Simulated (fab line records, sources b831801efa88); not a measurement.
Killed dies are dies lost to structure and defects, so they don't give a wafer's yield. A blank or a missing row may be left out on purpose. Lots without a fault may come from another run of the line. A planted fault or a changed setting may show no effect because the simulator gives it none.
A struck lot beside a sound one | flow sky130 | 31 steps out of a route of 708
Sound: wafers L196.1, L196.3, L196.4. Struck: wafers L202.1, L202.3, L202.4. The cause comes at the end.
At each step with rows: each side's tool, then ch and its chambers, then its first start. Under that, the readings that differ: sound wafers | struck wafers | difference of the means | sigmas: that difference in standard deviations of wafers without a fault.
alike: readings whose means differ by less than 2 such deviations, and words and numbers that are the same on both sides. not compared: withheld readings, readings that some wafer has no value for, bounds like >300 that may hide the same value, and numbers for which the record gives no deviation and whose values overlap.
The two part at a step that has a row with sigmas, a row that says differs or no value, or rows on one side only. Numbers that don't overlap but have no deviation are shown without sigmas and don't part them. A reading that every wafer of one side lacks parts them only if that side has two wafers or more.

first, 3 steps without rows for these wafers: SKY_POLY_CUT_EXPOSE_05 (exposes mask NPCM, target cd 270 nm); SKY_POLY_CUT_PEB_06; SKY_POLY_CUT_DEVELOP_07 (develop time 60 s).
SKY_POLY_CUT_CD_MEAS_08: target cd 270 nm.
  sound on cd_sem-01, day 27 00:46; struck on cd_sem-02, day 28 17:29
  alike: cd_nm
SKY_POLY_CUT_OVL_MEAS_09:
  sound on overlay-01, day 27 00:53; struck on overlay-01, day 28 17:37
  alike: POLY_CUT_OVL
SKY_POLY_CUT_ETCH_10: etches BARC in N2/H2, stops on SiO2, time 45.9 s, target depth 60 nm.
  sound on rie_diel-03 ch 2,3, day 27 00:56; struck on rie_diel-03 ch 0,1,3, day 28 17:38
  alike: drypump_motor_current_A, oes_product_au, throttle_valve_pct
  not compared: rf_hours_counter_h
SKY_POLY_CUT_ETCH_11: etches Si3N4 in CF4/CH2F2/Ar, stops on poly-Si, time 42.5 s, target depth 60 nm.
  sound on rie_diel-03 ch 2,3, day 27 00:58; struck on rie_diel-03 ch 0,1,3, day 28 17:41
  alike: drypump_motor_current_A, oes_product_au, throttle_valve_pct
  not compared: rf_hours_counter_h
SKY_POLY_CUT_STRIP_12: strips in O2/N2.
  sound on plasma_asher-03 ch 0,1, day 27 01:01; struck on plasma_asher-03 ch 0,1, day 28 17:44
  alike: drypump_motor_current_A, oes_product_au, strip_time_to_endpoint_s
  not compared: rf_hours_counter_h
then, 4 steps without rows for these wafers: SKY_SD_P_DEHYDRATE_00 (time 60 s); SKY_SD_P_HMDS_01 (prime time 60 s); SKY_SD_P_COAT_02 (resist thk 1140 nm); SKY_SD_P_SOFTBAKE_03 (time 60 s).
SKY_SD_P_EXPOSE_04: exposes mask PSDM, target cd 380 nm.
  sound on iline_stepper-01 ch 0, day 27 15:19; struck on iline_stepper-02 ch 0, day 29 07:45
  reading | sound                | struck               | difference | sigmas
  mask    | PSDM#0 PSDM#0 PSDM#0 | URPM#0 URPM#0 URPM#0 | differs    |
  alike: reticle_temp_C
then, 2 steps without rows for these wafers: SKY_SD_P_PEB_05; SKY_SD_P_DEVELOP_06 (develop time 60 s).
SKY_SD_P_CD_MEAS_07: target cd 380 nm.
  sound on cd_sem-02, day 28 05:47; struck on cd_sem-01, day 29 21:04
  reading    | sound             | struck | difference                    | sigmas
  cd_nm (nm) | 382.4 383.5 383.9 | - - -  | no value on the struck wafers |
SKY_SD_P_OVL_MEAS_08:
  sound on overlay-01, day 28 05:55; struck on overlay-02, day 29 21:11
  reading       | sound        | struck | difference                    | sigmas
  SD_P_OVL (nm) | 0.9 -0.8 0.2 | - - -  | no value on the struck wafers |
then, 1 step without rows for these wafers: SKY_SD_P_IMPLANT_09.
SKY_SD_P_STRIP_10: strips in O2/N2.
  sound on plasma_asher-01 ch 0,1, day 28 06:05; struck on plasma_asher-03 ch 0,1, day 29 21:23
  alike: drypump_motor_current_A, oes_product_au, strip_time_to_endpoint_s
  not compared: rf_hours_counter_h
SKY_SD_P_TW_MEAS_11:
  sound on film_metro-03, day 28 06:11; struck on film_metro-03, day 29 21:29
  reading | sound          | struck   | difference | sigmas
  SD_P_TW | 2843 2861 2842 | 30 30 30 | -2819      | -99 or more
then, 8 steps without rows for these wafers: SKY_RES_XHIGH_DEHYDRATE_00 (time 60 s); SKY_RES_XHIGH_HMDS_01 (prime time 60 s); SKY_RES_XHIGH_COAT_02 (resist thk 1140 nm); SKY_RES_XHIGH_SOFTBAKE_03 (time 60 s); SKY_RES_XHIGH_EXPOSE_04 (exposes mask URPM, target cd 1270 nm); SKY_RES_XHIGH_PEB_05; SKY_RES_XHIGH_DEVELOP_06 (develop time 60 s); SKY_RES_XHIGH_IMPLANT_07.
SKY_RES_XHIGH_STRIP_08: strips in O2/N2.
  sound on plasma_asher-02 ch 0,1, day 29 10:47; struck on plasma_asher-02 ch 0,1, day 31 00:56
  alike: drypump_motor_current_A, oes_product_au, strip_time_to_endpoint_s
  not compared: rf_hours_counter_h
SKY_RES_XHIGH_TW_MEAS_09:
  sound on film_metro-03, day 29 10:53; struck on film_metro-03, day 31 01:02
  reading      | sound          | struck         | difference | sigmas
  RES_XHIGH_TW | 1641 1647 1648 | 2888 2889 2875 | +1239      | +95
then, 1 step without rows for these wafers: SKY_SD_N_DEHYDRATE_00 (time 60 s).

WHERE THEY PART
First at SKY_SD_P_EXPOSE_04; last, within this record, at SKY_RES_XHIGH_TW_MEAS_09.

WHY: what the simulator had put in
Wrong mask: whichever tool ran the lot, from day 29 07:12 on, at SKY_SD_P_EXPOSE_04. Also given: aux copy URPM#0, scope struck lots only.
